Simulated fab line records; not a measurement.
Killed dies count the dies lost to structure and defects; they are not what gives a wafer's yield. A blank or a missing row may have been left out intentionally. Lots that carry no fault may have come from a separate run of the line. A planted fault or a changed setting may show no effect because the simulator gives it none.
Which tool is to blame? ; flow gf180mcu ; Sampling: 12 lots, 36 wafers, 6 of 602 route steps

## WHAT THE GAUGES READ, wafer by wafer
GF_SAB_OVL_MEAS_10.
lot;measured;on;SAB_OVL (nm)
L408;day 15 02:47;overlay-01;-1.5 -2.1 -3.0
L410;day 15 19:49;overlay-01;1.4 0.5 0.5
L411;day 16 03:35;overlay-02;-0.6 0.7 -1.7
L412;day 16 11:44;overlay-01;0.6 0.6 0.8
L413;day 17 00:47;overlay-01;-1.6 -0.1 -0.5
L416;day 18 02:41;overlay-01;-3.7 -2.6 -3.7
L417;day 18 09:58;overlay-02;-0.8 -1.5 -0.2
L424;day 20 23:53;overlay-02;4.2 2.7 1.5
L425;day 21 06:02;overlay-02;2.2 0.7 -0.4
L429;day 22 13:56;overlay-02;1.0 -1.3 -0.4
L430;day 22 22:46;overlay-02;-2.2 0.4 -0.8
L431;day 23 03:56;overlay-02;-1.1 -0.3 1.6

GF_CONTACT_RS_MEAS_25: a four-point-probe measurement.
lot;measured;on;CONTACT_W_RS (ohm/sq)
L408;day 16 02:41;film_metro-02;0.380 0.384 0.386
L410;day 16 20:55;film_metro-04;0.386 0.390 0.386
L411;day 17 04:17;film_metro-04;0.384 0.384 0.381
L412;day 17 12:44;film_metro-04;0.387 0.377 0.378
L413;day 18 02:32;film_metro-03;0.380 0.380 0.379
L416;day 19 04:19;film_metro-04;0.264 0.383 0.264
L417;day 19 11:43;film_metro-03;0.386 0.261 0.380
L424;day 22 02:49;film_metro-03;0.385 0.385 0.385
L425;day 22 08:22;film_metro-02;0.386 0.390 0.385
L429;day 23 15:47;film_metro-03;0.387 0.389 0.383
L430;day 24 00:10;film_metro-02;0.376 0.380 0.378
L431;day 24 04:32;film_metro-04;0.384 0.384 0.382

GF_CONTACT_THK_MEAS_26: measures by xrf.
lot;measured;on;CONTACT_W_THK (nm)
L408;day 16 02:49;film_metro-02;309 308 304
L410;day 16 21:02;film_metro-04;306 302 305
L411;day 17 04:23;film_metro-04;309 309 313
L412;day 17 12:50;film_metro-04;306 315 313
L413;day 18 02:39;film_metro-03;308 308 310
L416;day 19 04:25;film_metro-04;450 308 446
L417;day 19 11:50;film_metro-03;301 446 303
L424;day 22 02:55;film_metro-03;301 303 303
L425;day 22 08:29;film_metro-02;305 301 306
L429;day 23 15:53;film_metro-03;306 302 306
L430;day 24 00:17;film_metro-02;312 309 310
L431;day 24 04:39;film_metro-04;309 308 309

## WHAT TOOL EACH LOT RAN ON (gives the tool, then ch and the chambers of the sampled wafers, and finally the start)
lot;GF_CONTACT_SPUTTER_22;GF_CONTACT_SPUTTER_23;GF_CONTACT_CVD_24
L408;pvd_sputter-04, day 16 02:29;pvd_sputter-04, day 16 02:33;cvd_w-01 ch 0,1, day 16 02:35
L410;pvd_sputter-04, day 16 20:43;pvd_sputter-04, day 16 20:46;cvd_w-01 ch 0,1, day 16 20:49
L411;pvd_sputter-03, day 17 04:04;pvd_sputter-03, day 17 04:08;cvd_w-02 ch 0,1, day 17 04:10
L412;pvd_sputter-01, day 17 12:29;pvd_sputter-01, day 17 12:34;cvd_w-02 ch 0,1, day 17 12:38
L413;pvd_sputter-03, day 18 02:19;pvd_sputter-03, day 18 02:23;cvd_w-02 ch 0,1, day 18 02:25
L416;pvd_sputter-03, day 19 04:04;pvd_sputter-03, day 19 04:07;cvd_w-02 ch 0,1, day 19 04:12
L417;pvd_sputter-04, day 19 11:31;pvd_sputter-04, day 19 11:34;cvd_w-02 ch 0,1, day 19 11:37
L424;pvd_sputter-04, day 22 02:34;pvd_sputter-04, day 22 02:38;cvd_w-02 ch 0,1, day 22 02:43
L425;pvd_sputter-03, day 22 08:10;pvd_sputter-03, day 22 08:14;cvd_w-01 ch 0,1, day 22 08:16
L429;pvd_sputter-03, day 23 15:32;pvd_sputter-03, day 23 15:36;cvd_w-01 ch 0,1, day 23 15:40
L430;pvd_sputter-03, day 23 23:58;pvd_sputter-03, day 24 00:01;cvd_w-02 ch 0,1, day 24 00:04
L431;pvd_sputter-03, day 24 04:19;pvd_sputter-03, day 24 04:23;cvd_w-01 ch 0,1, day 24 04:25
- GF_CONTACT_SPUTTER_22: material Ti, target thk 15 nm, time 80.02 s.
- GF_CONTACT_SPUTTER_23: material TiN, target thk 10 nm, time 40 s.
- GF_CONTACT_CVD_24: deposits W, target thk 300 nm, time 90.339 s.

## AS READ BY THE TOOLS THEMSELVES (means over the sampled wafers that have a number; for cases with no such wafer, the mark the record gives instead)
GF_CONTACT_SPUTTER_22.
lot;tool;throttle_valve_pct (%)
L408;pvd_sputter-04;30.1
L410;pvd_sputter-04;30.2
L411;pvd_sputter-03;30.1
L412;pvd_sputter-01;28.8
L413;pvd_sputter-03;28.9
L416;pvd_sputter-03;30.7
L417;pvd_sputter-04;29.8
L424;pvd_sputter-04;29.9
L425;pvd_sputter-03;29.2
L429;pvd_sputter-03;29.9
L430;pvd_sputter-03;30.7
L431;pvd_sputter-03;30.0

GF_CONTACT_SPUTTER_23.
lot;tool;throttle_valve_pct (%)
L408;pvd_sputter-04;30.1
L410;pvd_sputter-04;30.3
L411;pvd_sputter-03;30.0
L412;pvd_sputter-01;28.8
L413;pvd_sputter-03;28.9
L416;pvd_sputter-03;30.8
L417;pvd_sputter-04;29.8
L424;pvd_sputter-04;29.8
L425;pvd_sputter-03;29.4
L429;pvd_sputter-03;30.1
L430;pvd_sputter-03;30.6
L431;pvd_sputter-03;30.1

GF_CONTACT_CVD_24.
lot;tool;chamber_pressure_Torr (Torr);heater_power_outer_w (W);heater_power_w (W)
L408;cvd_w-01;39.96;532;880
L410;cvd_w-01;40.00;509;868
L411;cvd_w-02;40.04;500;846
L412;cvd_w-02;39.97;528;882
L413;cvd_w-02;39.98;508;850
L416;cvd_w-02;39.95;516;837
L417;cvd_w-02;40.05;523;885
L424;cvd_w-02;39.98;525;897
L425;cvd_w-01;39.95;511;853
L429;cvd_w-01;40.09;522;845
L430;cvd_w-02;39.96;512;841
L431;cvd_w-01;39.96;525;872

## THE ANSWER, worked out from the rows above alone
Rule: usual is defined by the lots themselves. Put in order of their means at a reading, lots are off if they are a third of the lots or fewer, leave a main group of 4 or more, and stand apart from it by a gap of 3 or more times the standard deviation of the main group's means; of several such gaps the widest counts. The tables above print the reading to a certain number of digits; a main group whose means all agree to those digits is not used. Also off: a lot with no number at a reading for which 4 or more lots have one. All remaining lots with rows at the step are treated as sound. First the gauges in route order, then the tools' own readings, where a lot's mean is used as printed above. The first step at which some lot is off is used, and at that step the reading that is off furthest; a lot without a number counts as furthest.
Off: at GF_CONTACT_RS_MEAS_25 (CONTACT_W_RS), L416, L417. Main group: mean 0.383 ohm/sq, sd 0.003.
If a tool, at a process step before that reading, ran all the lots that are off and no sound lot after the first of them, it fits. Those tools and the gauges at GF_CONTACT_RS_MEAS_25 are tried in the same way. No candidate that was tried fits.

## WHAT WAS PUT IN BY THE SIMULATOR
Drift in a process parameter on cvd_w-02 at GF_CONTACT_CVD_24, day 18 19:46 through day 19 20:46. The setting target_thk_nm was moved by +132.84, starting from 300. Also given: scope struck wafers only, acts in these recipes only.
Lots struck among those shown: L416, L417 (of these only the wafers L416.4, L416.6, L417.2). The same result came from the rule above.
